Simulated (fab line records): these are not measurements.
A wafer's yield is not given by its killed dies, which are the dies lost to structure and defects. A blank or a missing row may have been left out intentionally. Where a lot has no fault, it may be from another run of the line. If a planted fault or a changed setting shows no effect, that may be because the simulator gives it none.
Struck lot and sound lot, side by side + flow sky130 + 43 out of 708 route steps
Sound: the wafers L540.2, L540.4, L540.6. Wafers struck: L553.1, L553.4, L553.6. Last of all comes the cause.
For every step that has rows: the tool of each side, followed by ch and its chambers, followed by its first start. Under that, the readings that differ: sound wafers + struck wafers + difference of the means + sigmas: that difference in standard deviations of wafers without a fault.
alike: readings with means less than 2 such deviations apart, plus words and numbers identical on both sides. not compared: withheld readings, readings lacking a value on some wafer, bounds such as >300 that could conceal the same value, and numbers that have no deviation in the record and whose values overlap.
The two part at a step that has a row with sigmas, a row that says differs or no value, or rows on one side only. Non-overlapping numbers with no deviation appear without sigmas and do not part them. A reading missing from all wafers of one side parts the sides only when that side holds two or more wafers.

SKY_LDD_N_STRIP_16: strips in O2/N2.
  sound on plasma-asher-02 ch 0,1, day 17 09:03; struck on plasma-asher-03 ch 0,1, day 23 02:07
| reading                      | sound             | struck            | difference | sigmas |
|------------------------------|-------------------|-------------------|------------|--------|
| strip-time-to-endpoint-s (s) | 4.314 4.298 4.299 | 4.334 4.328 4.334 | +0.028     | +2     |
  alike: drypump-motor-current-A, oes-product-au
  not compared: rf-hours-counter-h
SKY_LDD_N_TW_MEAS_17:
  struck on film-metro-01, day 23 02:13; sound on film-metro-03, day 17 09:10
  alike: LDD_N_TW
then, 7 steps without rows for these wafers: SKY_LDD_P_DEHYDRATE_00 (time 60 s); SKY_LDD_P_HMDS_01 (prime time 60 s); SKY_LDD_P_COAT_02 (resist thk 1140 nm); SKY_LDD_P_SOFTBAKE_03 (time 60 s); SKY_LDD_P_EXPOSE_04 (exposes mask PSDM, target cd 380 nm); SKY_LDD_P_PEB_05; SKY_LDD_P_DEVELOP_06 (develop time 60 s).
SKY_LDD_P_CD_MEAS_07 targets a cd of 380 nm.
  struck on cd-sem-02, day 24 08:18; sound on cd-sem-01, day 18 14:19
  alike: cd-nm
SKY_LDD_P_OVL_MEAS_08:
  struck on overlay-02, day 24 08:25; sound on overlay-02, day 18 14:25
  alike: LDD_P_OVL
then, 1 step without rows for these wafers: SKY_LDD_P_IMPLANT_09.
SKY_LDD_P_STRIP_10: strips in O2/N2.
  sound on plasma-asher-01 ch 0,1, day 18 14:37; struck on plasma-asher-02 ch 0,1, day 24 08:36
  alike: drypump-motor-current-A, oes-product-au, strip-time-to-endpoint-s
  not compared: rf-hours-counter-h
SKY_LDD_P_TW_MEAS_11:
  struck on film-metro-02, day 24 08:42; sound on film-metro-04, day 18 14:43
| reading  | sound       | struck      | difference | sigmas |
|----------|-------------|-------------|------------|--------|
| LDD_P_TW | 620 623 623 | 659 660 659 | +37        | +3     |
then, 7 steps without rows for these wafers: SKY_LDD_HVN_DEHYDRATE_00 (time 60 s); SKY_LDD_HVN_HMDS_01 (prime time 60 s); SKY_LDD_HVN_COAT_02 (resist thk 300 nm); SKY_LDD_HVN_SOFTBAKE_03 (time 60 s); SKY_LDD_HVN_EXPOSE_04 (exposes mask HVNTM, target cd 700 nm); SKY_LDD_HVN_PEB_05; SKY_LDD_HVN_DEVELOP_06 (develop time 60 s).
SKY_LDD_HVN_OVL_MEAS_07:
  struck on overlay-02, day 25 14:48; sound on overlay-02, day 19 20:40
  alike: LDD_HVN_OVL
then, 1 step without rows for these wafers: SKY_LDD_HVN_IMPLANT_08.
SKY_LDD_HVN_STRIP_09: strips in O2/N2.
  sound on plasma-asher-04 ch 0,1, day 19 20:51; struck on plasma-asher-04 ch 0,1, day 25 14:59
  alike: drypump-motor-current-A, oes-product-au, strip-time-to-endpoint-s
  not compared: rf-hours-counter-h
SKY_LDD_HVN_TW_MEAS_10:
  struck on film-metro-02, day 25 15:05; sound on film-metro-01, day 19 20:58
| reading    | sound          | struck         | difference | sigmas |
|------------|----------------|----------------|------------|--------|
| LDD_HVN_TW | 1422 1426 1433 | 1479 1481 1485 | +55        | +2     |
then, 7 steps without rows for these wafers: SKY_LDD_HVP_DEHYDRATE_00 (time 60 s); SKY_LDD_HVP_HMDS_01 (prime time 60 s); SKY_LDD_HVP_COAT_02 (resist thk 300 nm); SKY_LDD_HVP_SOFTBAKE_03 (time 60 s); SKY_LDD_HVP_EXPOSE_04 (exposes mask HVPTM, target cd 700 nm); SKY_LDD_HVP_PEB_05; SKY_LDD_HVP_DEVELOP_06 (develop time 60 s).
SKY_LDD_HVP_OVL_MEAS_07:
  struck on overlay-02, day 26 19:22; sound on overlay-01, day 21 02:39
  alike: LDD_HVP_OVL
then, 1 step without rows for these wafers: SKY_LDD_HVP_IMPLANT_08.
SKY_LDD_HVP_STRIP_09: strips in O2/N2.
  sound on plasma-asher-04 ch 0,1, day 21 02:50; struck on plasma-asher-03 ch 1, day 26 19:33
  alike: drypump-motor-current-A, oes-product-au, strip-time-to-endpoint-s
  not compared: rf-hours-counter-h
SKY_LDD_HVP_TW_MEAS_10:
  struck on film-metro-04, day 26 19:39; sound on film-metro-01, day 21 02:56
  alike: LDD_HVP_TW
then, 6 steps without rows for these wafers: SKY_LDD_LDN_DEHYDRATE_00 (time 60 s); SKY_LDD_LDN_HMDS_01 (prime time 60 s); SKY_LDD_LDN_COAT_02 (resist thk 1140 nm); SKY_LDD_LDN_SOFTBAKE_03 (time 60 s); SKY_LDD_LDN_EXPOSE_04 (exposes mask LDNTM, target cd 700 nm); SKY_LDD_LDN_PEB_05.
-- the record jumps here: 22 days lie between the struck wafers' starts before and after (it left off in module LDD_LDN and takes up again in module PAD_OPEN, whose first step shown is number 708 of the route) --
SKY_PAD_OPEN_PROBE_99:
  struck on prober-02, day 49 02:43; sound on prober-02, day 45 11:47
| reading             | sound    | struck                                                                     | difference                   | sigmas |
|---------------------|----------|----------------------------------------------------------------------------|------------------------------|--------|
| hold                | - - -    | await-dispo/4.3h/release await-dispo/4.3h/release await-dispo/4.3h/release | no value on the sound wafers |        |
| killed-at-front-end | 15 23 12 | 32 50 34                                                                   | +22                          | +5     |
| killed-on-rim       | 16 20 15 | 28 31 26                                                                   | +11                          | +3     |
  alike: killed_at_M0_to_M3, killed_at_M4_up, killed-at-contacts, killed-at-other, killed-dies, killed-open, killed-short

== WHERE THEY PART ==
Earliest at SKY_LDD_N_STRIP_16; latest, in this record, at SKY_PAD_OPEN_PROBE_99.

WHY: what had been put in by the simulator
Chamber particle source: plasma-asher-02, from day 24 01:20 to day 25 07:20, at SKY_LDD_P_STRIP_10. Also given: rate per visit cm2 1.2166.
